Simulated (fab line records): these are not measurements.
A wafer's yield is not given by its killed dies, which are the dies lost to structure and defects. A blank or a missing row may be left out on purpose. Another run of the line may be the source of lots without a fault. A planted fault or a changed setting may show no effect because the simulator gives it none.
fab line records	flow sfq_line
record lots=7	wafers=21	last_day=85
route steps=325 shown M7@295 I7@296
lots with no fault: from the same line, run without faults
start_h: the number of hours between the record's first day and the start of the first shown wafer of the lot	wait_h: hours from the lot's prior step to this one	" unchanged from the row above	L1.1+2: a row that stands for several wafers	- no value, or no start was given	* or withheld: withheld	< > ~ a bound
route shown NAME@n: a module of which the file shows steps, and the number in the route of the first	usual: average and standard deviation across the fault-free wafers	same: alike in all rows	chamber/n: place in a boat	sites: each site's reading	_std_site: their standard deviation	_edge_site: the outer-site mean with the inner-site mean subtracted	radius_mm: how far each site lies from the wafer's centre	mask NAME#n: copy n	behind: the tool/chamber that last shaped the wafer	hold: why the lot went on hold/how many hours it stayed there/how the hold came to an end	device: the transistor (n, p or np) that didn't switch	end of line: tests run on the same wafers once the route is complete	a step given without rows: its recipe and nothing more	killed: dies that structure and defects cost at the first sort, which is not the same as the wafer's yield	map: a wafer's dies, marking killed ones x, the rest . and places with no die _
set.NAME: the setting as run; set.NAME@STEP: as run at that earlier step	model.NAME: the simulator's own value behind a step, which no gauge read
lots seen at some steps along the route; tables by step, rows by wafer
services: when a tool's chamber went out of use (start_h, in hours from the record's first day, below 0 if earlier), for how many hours, and the reason
## steps
# step SFQ_TRILAYER_M7_STRIP_SOLV_CLEAN_182
# recipe chemistry=NMP	temp_c=70	time_s=600
# step SFQ_TRILAYER_I7_DEP_PECVD_183
# recipe material=SiO2	temp_c=150	time_s=111.11	pressure_torr=2.4	rf_w=183.3	precursor=SiH4/N2O	target_thk_nm=500
# usual heater_power_w=88/21	throttle_valve_pct=25.1/1.7
# same time_s=111.11
lot.wafer	tool	chamber	start_h	wait_h	heater_power_w	throttle_valve_pct
L143.1	pecvd-03	1	1868.17	0.0	85	24.1
L143.2	"	2	"	"	105	27.1
L143.4	"	1	"	"	88	24.1
L144.1	pecvd-03	0	1869.89	0.0	56	24.4
L144.2	"	2	"	"	109	26.9
L144.6	"	0	"	"	61	24.4
L145.4	pecvd-03	1	1975.21	0.0	90	24.1
L145.5	"	0	"	"	57	24.7
L145.6	"	2	"	"	88	27.1
L148.1	pecvd-03	0	1981.47	0.0	56	24.4
L148.5	"	1	"	"	91	23.9
L148.6	"	0	"	"	59	25.0
L151.1	pecvd-03	0	1991.07	0.0	63	24.4
L151.3	"	2	"	"	110	27.1
L151.5	"	1	"	"	81	24.4
L152.3	pecvd-04	2	1992.27	0.0	106	23.2
L152.4	"	2	"	"	110	23.1
L152.6	"	0	"	"	84	23.5
L153.3	pecvd-01	0	1994.67	0.0	50	24.6
L153.5	"	0	"	"	53	24.9
L153.6	"	2	"	"	80	27.3
# step SFQ_TRILAYER_I7_CMP_CMP_184
# recipe material=SiO2	down_force_psi=3	platen_rpm=60	pad_velocity_m_s=0.94248
# usual motor_current_A=10.6/0.83	time_to_endpoint_s=211/6.9
lot.wafer	tool	chamber	start_h	wait_h	motor_current_A	time_to_endpoint_s
L143.4	cmp-01	0	1868.25	0.0	12.4	208
L143.1	"	2	1869.25	1.0	11.4	196
L143.2	"	3	"	"	10.0	207
L144.1	cmp-01	2	1871.75	1.8	11.1	212
L144.2	"	0	1872.75	2.8	11.3	209
L144.6	"	1	"	"	9.0	214
L145.4	cmp-02	0	1975.76	0.5	10.9	214
L145.6	"	3	1977.26	2.0	10.9	213
L145.5	"	0	"	"	11.1	217
L148.1	cmp-01	1	1983.15	1.6	9.3	210
L148.6	"	3	1984.15	2.6	9.7	218
L148.5	"	0	"	"	11.5	215
L151.3	cmp-02	3	1991.65	0.5	10.9	209
L151.1	"	1	1992.65	1.5	11.4	210
L151.5	"	2	"	"	10.6	205
L152.4	cmp-01	2	1992.35	0.0	10.8	214
L152.3	"	3	"	"	10.1	205
L152.6	"	2	1994.35	2.0	10.6	210
L153.3	cmp-02	0	1996.25	1.5	10.8	193
L153.5	"	1	"	"	11.3	214
L153.6	"	2	"	"	10.7	205
# step SFQ_I7_BOW_MEAS_946
# recipe mode=bow
# usual I7_BOW=8/12
lot.wafer	tool	chamber	start_h	wait_h	I7_BOW[um]
L143.1	film_metro-02	-	1871.25	1.5	-10
L143.2	"	-	"	"	6
L143.4	"	-	"	"	6
L144.1	film_metro-02	-	1874.25	2.0	11
L144.2	"	-	"	"	-7
L144.6	"	-	"	"	18
L145.4	film_metro-03	-	1978.32	2.1	11
L145.5	"	-	"	"	7
L145.6	"	-	"	"	7
L148.1	film_metro-03	-	1985.15	1.5	-15
L148.5	"	-	"	"	-10
L148.6	"	-	"	"	-12
L151.1	film_metro-01	-	1994.15	1.0	7
L151.3	"	-	"	"	11
L151.5	"	-	"	"	-7
L152.3	film_metro-02	-	1995.39	2.0	18
L152.4	"	-	"	"	3
L152.6	"	-	"	"	3
L153.3	film_metro-02	-	1997.79	1.0	-22
L153.5	"	-	"	"	-11
L153.6	"	-	"	"	-11
# step SFQ_TRILAYER_I7_METRO_MEASURE_185
# usual thk_nm=199.5/0.96
lot.wafer	tool	chamber	start_h	wait_h	thk_nm
L143.1	film_metro-02	-	1871.37	0.1	201.0
L143.2	"	-	"	"	200.8
L143.4	"	-	"	"	201.3
L144.1	film_metro-02	-	1874.37	0.1	200.5
L144.2	"	-	"	"	201.3
L144.6	"	-	"	"	199.9
L145.4	film_metro-03	-	1978.98	0.6	199.1
L145.5	"	-	"	"	198.7
L145.6	"	-	"	"	198.0
L148.1	film_metro-03	-	1985.27	0.1	199.0
L148.5	"	-	"	"	198.7
L148.6	"	-	"	"	198.6
L151.1	film_metro-01	-	1994.27	0.1	198.3
L151.3	"	-	"	"	198.7
L151.5	"	-	"	"	198.8
L152.3	film_metro-02	-	1995.87	0.5	201.6
L152.4	"	-	"	"	201.1
L152.6	"	-	"	"	200.8
L153.3	film_metro-02	-	1998.27	0.5	198.4
L153.5	"	-	"	"	199.7
L153.6	"	-	"	"	198.4
# step SFQ_TRILAYER_I7_VIA_LITHO_COAT_192
# recipe resist=BARC	spin_rpm=3000	resist_thk_nm=62
# step SFQ_TRILAYER_I7_VIA_LITHO_COAT_187
# recipe resist=KrF	spin_rpm=3000	resist_thk_nm=650
# step SFQ_TRILAYER_I7_VIA_LITHO_SOFTBAKE_191
# recipe temp_c=withheld	time_s=withheld	resist=KrF
# step SFQ_TRILAYER_I7_VIA_LITHO_EXPOSE_188
# recipe mask_id=I7	na=0.6	source_shape=conventional	sigma_outer=0.65	target_cd_nm=1000	dose_mj=21.3
# step SFQ_TRILAYER_I7_VIA_LITHO_PEB_190
# recipe peb_temp_c=115	peb_time_s=60	resist=KrF
# step SFQ_TRILAYER_I7_VIA_LITHO_DEVELOP_189
# recipe time_s=60	resist=KrF
# step SFQ_I7_OVL_MEAS_947
# usual I7_OVL=-2/5
lot.wafer	tool	chamber	start_h	wait_h	I7_OVL[nm]
L143.1	overlay-01	-	1874.82	0.1	3
L143.2	"	-	"	"	3
L143.4	"	-	"	"	3
L144.1	overlay-01	-	1878.42	0.1	-3
L144.2	"	-	"	"	-4
L144.6	"	-	"	"	-7
L145.4	overlay-02	-	1982.89	0.1	-4
L145.5	"	-	"	"	-2
L145.6	"	-	"	"	2
L148.1	overlay-01	-	1992.47	0.1	-9
L148.5	"	-	"	"	-11
L148.6	"	-	"	"	-15
L151.1	overlay-02	-	2005.47	0.1	-2
L151.3	"	-	"	"	1
L151.5	"	-	"	"	-3
L152.3	overlay-02	-	2007.89	0.1	5
L152.4	"	-	"	"	3
L152.6	"	-	"	"	1
L153.3	overlay-02	-	2012.69	0.1	5
L153.5	"	-	"	"	0
L153.6	"	-	"	"	-2
# step SFQ_TRILAYER_I7_VIA_BARC_OPEN_VIA_ETCH_260
# recipe mask_material=PR	chemistry=O2	target_depth_nm=125	target=BARC	source_w=500	bias_w=80	pressure_mtorr=30	time_s=41.7
# usual drypump_motor_current_A=6.0/0.39	oes_product_au=0.684/0.0044	run_length_s=70.0/0.47	time_s=41.7/0
lot.wafer	tool	chamber	start_h	wait_h	drypump_motor_current_A	oes_product_au	rf_hours_counter_h	run_length_s	time_s	model.KrF_of_TRILAYER_I7_VIA_LITHO_COAT_187.thk_nm
L143.1	rie_diel-01	0	1874.85	0.0	5.6	0.686	19	70.1	41.7	576.4
L143.2	"	2	"	"	5.9	0.682	6	70.2	41.7	571.9
L143.4	"	3	"	"	6.3	0.684	3	69.8	41.7	573.6
L144.1	rie_diel-01	3	1878.45	0.0	6.4	0.679	4	69.4	41.7	567.6
L144.2	"	1	"	"	6.7	0.684	2	70.3	41.7	570.6
L144.6	"	3	"	"	6.3	0.685	-	69.9	41.7	570.4
L145.4	rie_diel-01	1	1982.91	0.0	6.7	0.684	2	70.4	41.7	570.3
L145.5	"	2	"	"	5.9	0.689	-	70.3	41.7	569.8
L145.6	"	1	"	"	6.7	0.683	-	70.6	41.7	570.1
L148.1	rie_diel-01	0	1992.51	0.0	5.6	0.679	0	70.6	41.7	571.6
L148.5	"	1	"	"	6.7	0.681	-	70.4	41.7	571.6
L148.6	"	2	"	"	5.9	0.684	-	69.9	41.7	573.9
L151.1	rie_diel-03	0	2005.51	0.0	6.2	0.812	6	60.8	29.19	585.6
L151.3	"	3	"	"	5.6	0.816	21	59.6	29.19	586.1
L151.5	"	3	"	"	5.5	0.814	-	59.8	29.19	587.3
L152.3	rie_diel-04	1	2007.91	0.0	6.1	0.817	1	61.0	29.19	585.3
L152.4	"	0	"	"	5.8	0.817	5	60.3	29.19	586.2
L152.6	"	1	"	"	6.0	0.814	-	61.5	29.19	583.5
L153.3	rie_diel-04	0	2012.71	0.0	5.8	0.818	5	60.5	29.19	587.3
L153.5	"	1	"	"	6.0	0.828	-	61.3	29.19	587.4
L153.6	"	2	"	"	5.1	0.807	-	60.9	29.19	589.1
# step SFQ_TRILAYER_I7_VIA_ETCH_VIA_ETCH_190
# recipe target=SiO2	stop_on=Nb	mask_material=PR	taper_deg=20	chemistry=CHF3	target_depth_nm=260	source_w=500	bias_w=80	pressure_mtorr=30	time_s=withheld
# usual drypump_motor_current_A=6.0/0.39	oes_product_au=0.853/0.0055
lot.wafer	tool	chamber	start_h	wait_h	drypump_motor_current_A	oes_product_au	model.KrF_of_TRILAYER_I7_VIA_LITHO_COAT_187.thk_nm
L143.1	rie_diel-01	0	1874.89	0.0	5.6	0.852	531.8
L143.2	"	2	"	"	5.9	0.854	526.8
L143.4	"	3	"	"	6.3	0.855	528.5
L144.1	rie_diel-01	3	1878.49	0.0	6.4	0.862	521.9
L144.2	"	1	"	"	6.6	0.856	525.3
L144.6	"	3	"	"	6.4	0.849	524.5
L145.4	rie_diel-01	1	1982.95	0.0	6.7	0.860	524.9
L145.5	"	2	"	"	5.9	0.856	525
L145.6	"	1	"	"	6.7	0.846	525.1
L148.1	rie_diel-01	0	1992.55	0.0	5.6	0.856	527.5
L148.5	"	1	"	"	6.7	0.850	526.3
L148.6	"	2	"	"	5.9	0.862	528.4
L151.1	rie_diel-03	0	2005.55	0.0	6.1	0.854	541.6
L151.3	"	3	"	"	5.5	0.839	541.7
L151.5	"	3	"	"	5.5	0.851	542.9
L152.3	rie_diel-04	1	2007.95	0.0	6.1	0.860	540.3
L152.4	"	0	"	"	5.8	0.847	541
L152.6	"	1	"	"	6.1	0.850	538.3
L153.3	rie_diel-04	0	2012.75	0.0	5.8	0.845	542
L153.5	"	1	"	"	6.0	0.847	542
L153.6	"	2	"	"	5.1	0.855	544.5
# step SFQ_TRILAYER_I7_VIA_STRIP_STRIP_191
# recipe gas=O2	power_w=200	platen_temp_c=40	overash_fraction=0.65	chemistry=O2	pressure_mtorr=50
# usual drypump_motor_current_A=5.64/0.29	he_backside_leak_sccm=3.56/0.25	oes_product_au=0.999/0.0068
lot.wafer	tool	chamber	start_h	wait_h	drypump_motor_current_A	he_backside_leak_sccm	oes_product_au	rf_hours_counter_h
L143.1	rie_metal-02	1	1875.01	-	5.76	3.46	0.998	7
L143.2	"	0	"	"	5.99	3.15	0.995	43
L143.4	"	0	"	"	5.93	3.02	0.986	-
L144.1	rie_metal-02	0	1878.61	-	6.01	3.18	0.994	43
L144.2	"	1	"	"	5.76	3.70	1.008	7
L144.6	"	1	"	"	5.77	3.64	1.000	-
L145.4	rie_metal-01	1	1983.26	-	5.74	3.43	1.000	-
L145.5	"	0	"	"	5.81	3.64	1.008	-
L145.6	"	1	"	"	5.72	3.60	0.996	-
L148.1	rie_metal-01	0	1992.66	-	5.82	3.59	1.006	33
L148.5	"	0	"	"	5.82	3.70	1.009	-
L148.6	"	1	"	"	5.73	3.43	1.006	-
L151.1	rie_metal-02	0	2005.66	-	6.01	3.06	0.999	60
L151.3	"	0	"	"	6.01	3.11	0.982	-
L151.5	"	0	"	"	5.98	3.12	0.999	-
L152.3	rie_metal-02	1	2008.46	-	5.74	3.62	1.008	-
L152.4	"	1	"	"	5.75	3.89	0.998	-
L152.6	"	1	"	"	5.74	3.56	0.995	-
L153.3	rie_metal-02	1	2013.26	-	5.78	3.51	0.999	-
L153.5	"	1	"	"	5.78	3.69	0.994	-
L153.6	"	1	"	"	5.79	3.46	0.996	-
## services
tool	chamber	start_h	hours	kind
rie_metal-01	-	1850.55	1.1	repair
rie_diel-03	2	1852.34	8.2	repair
rie_metal-02	1	1859.19	11.2	repair
cmp-02	-	1859.24	4.5	repair
film_metro-03	-	1860.12	6.5	pm
rie_diel-01	1	1867.38	5.9	repair
film_metro-03	-	1868.19	0.8	pm
rie_diel-04	-	1875.12	14.6	pm
rie_diel-03	-	1884.42	0.5	repair
pecvd-04	0	1898.79	14.3	repair
rie_diel-03	-	1903.67	0.5	repair
rie_diel-01	-	1915.91	2.8	pm
film_metro-02	-	1919.92	0.3	pm
cmp-01	-	1920.38	6.7	repair
rie_diel-04	0	1928.38	4.9	repair
film_metro-03	-	1931.41	0.5	pm
cmp-01	-	1936.59	3.7	pm
rie_diel-04	2	1938.07	8.6	repair
cmp-02	-	1940.18	1.5	repair
cmp-01	-	1948.17	4.0	pm
film_metro-03	-	1982.46	0.4	pm
film_metro-02	-	1991.62	1.1	pm
rie_diel-04	1	2001.16	6.3	repair
rie_metal-02	0	2006.28	15.7	repair
## key
first_sign step=SFQ_TRILAYER_I7_VIA_BARC_OPEN_VIA_ETCH_260	reading=time_s	direction=down	sigmas=99+	usual=*	struck=*
effect step=SFQ_TRILAYER_I7_VIA_BARC_OPEN_VIA_ETCH_260	reading=oes_product_au	direction=up	sigmas=30	usual=0.684	struck=0.816
model_effect step=SFQ_TRILAYER_I7_VIA_BARC_OPEN_VIA_ETCH_260	value=KrF_of_TRILAYER_I7_VIA_LITHO_COAT_187.thk_nm	without=570.9	struck=586.4
model_effect step=SFQ_TRILAYER_I7_VIA_ETCH_VIA_ETCH_190	value=KrF_of_TRILAYER_I7_VIA_LITHO_COAT_187.thk_nm	without=526.1	struck=541.6
met_at SFQ_TRILAYER_I7_VIA_BARC_OPEN_VIA_ETCH_260
struck_wafers L151.1,L151.3,L151.5,L152.3,L152.4,L152.6,L153.3,L153.5,L153.6
onset_between 1992.51 2005.51
fault kind=recipe_version_skew	tool=rie_diel-01,rie_diel-03,rie_diel-04	chamber=-	onset_h=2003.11	steps=SFQ_TRILAYER_I7_VIA_BARC_OPEN_VIA_ETCH_260	wrong_recipe.time_s=*
